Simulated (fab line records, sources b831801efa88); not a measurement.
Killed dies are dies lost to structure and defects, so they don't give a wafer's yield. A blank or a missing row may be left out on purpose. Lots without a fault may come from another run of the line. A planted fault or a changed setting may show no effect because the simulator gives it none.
Which tool did it? | flow sfq_line | 14 lots, 42 wafers sampled, at 5 steps of a route of 325

WHAT THE GAUGES READ, wafer by wafer
SFQ_M3_RS_MEAS_919: measures by four-point-probe.
lot  | measured     | on            | M3_NB_RS (ohm/sq)
L420 | day 23 19:02 | film_metro-03 | 0.890 0.898 0.901
L421 | day 26 20:35 | film_metro-02 | 0.888 0.887 0.870
L422 | day 27 12:20 | film_metro-02 | 0.894 0.873 0.889
L423 | day 27 21:20 | film_metro-02 | 0.899 0.897 0.881
L424 | day 28 01:22 | film_metro-02 | 0.868 0.889 0.877
L426 | day 35 12:43 | film_metro-01 | 0.886 0.877 0.898
L427 | day 36 06:14 | film_metro-01 | 0.876 0.877 0.878
L428 | day 36 19:10 | film_metro-01 | 0.891 0.885 0.897
L429 | day 37 00:50 | film_metro-02 | 0.892 0.884 0.892
L431 | day 37 19:44 | film_metro-03 | 0.889 0.883 0.878
L434 | day 38 22:30 | film_metro-02 | 0.889 0.880 0.903
L435 | day 39 03:17 | film_metro-01 | 0.888 0.905 0.903
L440 | day 40 05:42 | film_metro-03 | 0.885 0.869 0.880
L442 | day 41 10:00 | film_metro-01 | 0.890 0.889 0.879

SFQ_M3_OVL_MEAS_921.
lot  | measured     | on         | M3_OVL (nm)
L420 | day 30 09:13 | overlay-01 | -7 -3 -6
L421 | day 32 14:26 | overlay-01 | 6 3 14
L422 | day 32 15:37 | overlay-01 | 4 9 -2
L423 | day 32 16:50 | overlay-01 | -4 1 0
L424 | day 32 18:02 | overlay-01 | 7 6 0
L426 | day 35 15:14 | overlay-01 | 0 -6 0
L427 | day 36 08:46 | overlay-02 | -1 6 4
L428 | day 36 21:35 | overlay-02 | 6 3 3
L429 | day 37 03:22 | overlay-01 | 8 5 2
L431 | day 38 14:38 | overlay-01 | 1 3 -2
L434 | day 39 05:08 | overlay-01 | -4 -2 0
L435 | day 39 08:44 | overlay-01 | -2 6 5
L440 | day 40 08:14 | overlay-01 | 8 11 12
L442 | day 42 19:16 | overlay-02 | -3 6 11

WHICH TOOL RAN EACH LOT (tool, then ch and the chambers of the sampled wafers, then the start)
lot  | SFQ_TRILAYER_I1_VIA_BARC_OPEN_VIA_ETCH_071 | SFQ_TRILAYER_I2_VIA_LITHO_COAT_072 | SFQ_TRILAYER_I2_VIA_BARC_OPEN_VIA_ETCH_096
L420 | rie_diel-01 ch 0,1,3, day 16 22:25         | litho_track-02 ch 0, day 17 07:30  | rie_diel-02 ch 0,1,2, day 23 17:57
L421 | rie_diel-01 ch 1,2, day 20 02:13           | litho_track-03 ch 0, day 20 11:08  | rie_diel-01 ch 0,2,3, day 26 19:31
L422 | rie_diel-04 ch 0,1,3, day 20 16:37         | litho_track-03 ch 0, day 21 03:20  | rie_diel-03 ch 0,2,3, day 27 11:07
L423 | rie_diel-01 ch 0,2,3, day 21 03:33         | litho_track-03 ch 0, day 27 17:44  | rie_diel-01 ch 1,2,3, day 27 20:05
L424 | rie_diel-01 ch 1,2,3, day 21 08:21         | litho_track-03 ch 0, day 27 21:30  | rie_diel-03 ch 1,2,3, day 28 00:18
L426 | rie_diel-01 ch 1,2,3, day 22 19:09         | litho_track-03 ch 0, day 29 07:10  | rie_diel-02 ch 0,2,3, day 35 11:37
L427 | rie_diel-01 ch 1,2, day 23 08:21           | litho_track-01 ch 0, day 30 03:22  | rie_diel-01 ch 1,3, day 36 04:33
L428 | rie_diel-04 ch 0,1,2, day 23 21:33         | litho_track-01 ch 0, day 30 18:41  | rie_diel-03 ch 0,2,3, day 36 18:07
L429 | rie_diel-01 ch 1,2,3, day 24 03:30         | litho_track-02 ch 0, day 31 01:40  | rie_diel-01 ch 0,3, day 36 23:45
L431 | rie_diel-03 ch 0,2,3, day 25 01:30         | litho_track-01 ch 0, day 32 03:29  | rie_diel-03 ch 0,2,3, day 37 18:38
L434 | rie_diel-03 ch 1,2,3, day 25 23:26         | litho_track-03 ch 0, day 33 13:26  | rie_diel-03 ch 0,1,3, day 38 21:26
L435 | rie_diel-03 ch 0,2, day 26 06:37           | litho_track-03 ch 0, day 33 19:23  | rie_diel-02 ch 0,1, day 39 02:14
L440 | rie_diel-04 ch 1,2,3, day 26 23:34         | litho_track-02 ch 0, day 34 19:26  | rie_diel-03 ch 1,2,3, day 40 04:38
L442 | rie_diel-03 ch 1,2, day 27 15:17           | litho_track-02 ch 0, day 35 23:02  | rie_diel-02 ch 0,2, day 41 08:57
- SFQ_TRILAYER_I1_VIA_BARC_OPEN_VIA_ETCH_071: etches BARC in O2, target depth 125 nm, time 41.7 s.
- SFQ_TRILAYER_I2_VIA_LITHO_COAT_072: resist thk 62 nm.
- SFQ_TRILAYER_I2_VIA_BARC_OPEN_VIA_ETCH_096: etches BARC in O2, target depth 125 nm, time 41.7 s.

WHAT THE TOOLS THEMSELVES READ (means of the sampled wafers that have a number; where no wafer has one, the mark that the record gives instead)
SFQ_TRILAYER_I1_VIA_BARC_OPEN_VIA_ETCH_071.
lot  | tool        | drypump_motor_current_A (A) | oes_product_au (a.u.)
L420 | rie_diel-01 | 6.4                         | 0.685
L421 | rie_diel-01 | 5.6                         | 0.681
L422 | rie_diel-04 | 5.8                         | 0.685
L423 | rie_diel-01 | 5.8                         | 0.680
L424 | rie_diel-01 | 6.1                         | 0.687
L426 | rie_diel-01 | 6.0                         | 0.683
L427 | rie_diel-01 | 6.1                         | 0.686
L428 | rie_diel-04 | 6.0                         | 0.686
L429 | rie_diel-01 | 6.0                         | 0.687
L431 | rie_diel-03 | 6.3                         | 0.689
L434 | rie_diel-03 | 6.1                         | 0.686
L435 | rie_diel-03 | 6.0                         | 0.686
L440 | rie_diel-04 | 6.2                         | 0.690
L442 | rie_diel-03 | 5.7                         | 0.693

SFQ_TRILAYER_I2_VIA_LITHO_COAT_072.
lot  | tool           | exhaust_pa (Pa) | resist_line_temp_C (C)
L420 | litho_track-02 | 44.3            | 23.02
L421 | litho_track-03 | 44.5            | 23.19
L422 | litho_track-03 | 44.2            | 22.99
L423 | litho_track-03 | 44.3            | 22.89
L424 | litho_track-03 | 45.6            | 22.93
L426 | litho_track-03 | 45.2            | 23.10
L427 | litho_track-01 | 45.9            | 22.96
L428 | litho_track-01 | 45.1            | 23.10
L429 | litho_track-02 | 44.5            | 22.99
L431 | litho_track-01 | 45.5            | 22.98
L434 | litho_track-03 | 43.5            | 22.88
L435 | litho_track-03 | 45.4            | 22.92
L440 | litho_track-02 | 45.8            | 23.12
L442 | litho_track-02 | 47.0            | 23.09

SFQ_TRILAYER_I2_VIA_BARC_OPEN_VIA_ETCH_096.
lot  | tool        | drypump_motor_current_A (A) | oes_product_au (a.u.)
L420 | rie_diel-02 | 5.8                         | 0.685
L421 | rie_diel-01 | 5.8                         | 0.685
L422 | rie_diel-03 | 6.3                         | 0.686
L423 | rie_diel-01 | 6.0                         | 0.682
L424 | rie_diel-03 | 6.1                         | 0.686
L426 | rie_diel-02 | 5.8                         | 0.686
L427 | rie_diel-01 | 6.5                         | 0.679
L428 | rie_diel-03 | 6.3                         | 0.685
L429 | rie_diel-01 | 6.3                         | 0.690
L431 | rie_diel-03 | 6.3                         | 0.684
L434 | rie_diel-03 | 6.3                         | 0.663
L435 | rie_diel-02 | 5.5                         | 0.669
L440 | rie_diel-03 | 6.1                         | 0.689
L442 | rie_diel-02 | 5.6                         | 0.689

THE ANSWER, worked out from the rows above alone
Rule: what is usual is taken from the lots themselves. Put in order of their means at a reading, lots are off if they are a third of the lots or fewer, leave a main group of 4 or more, and stand apart from it by a gap of 3 or more times the standard deviation of the main group's means; of several such gaps the widest counts. A main group whose means are all the same, to the digits that the tables above print for the reading, isn't used. A lot without any number at a reading at which 4 lots or more have one is off too. The other lots that the step has rows for count as sound. The gauges are gone through in route order, then the tools' own readings, and for those a lot's mean is taken as printed above. The first step at which some lot is off is used, and at that step the reading that is off furthest; a lot without a number counts as furthest.
Off: L434, L435, at SFQ_TRILAYER_I2_VIA_BARC_OPEN_VIA_ETCH_096 (oes_product_au). The main group: mean 0.685 a.u., standard deviation 0.0029.
A tool fits if, at that step or a process step before it, it ran every lot that is off, and no sound lot after the first of them. One fits: litho_track-03 at SFQ_TRILAYER_I2_VIA_LITHO_COAT_072. Its last sound lot is L426 (day 29 07:10), its first lot that is off L434 (day 33 13:26): a fault that began between those two fits.

WHAT THE SIMULATOR HAD PUT IN
Process parameter drift: litho_track-03, from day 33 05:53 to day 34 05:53, at SFQ_TRILAYER_I2_VIA_LITHO_COAT_072. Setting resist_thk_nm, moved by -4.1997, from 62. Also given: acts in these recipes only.
Lots struck among those shown: L434, L435. The rule above found the same.
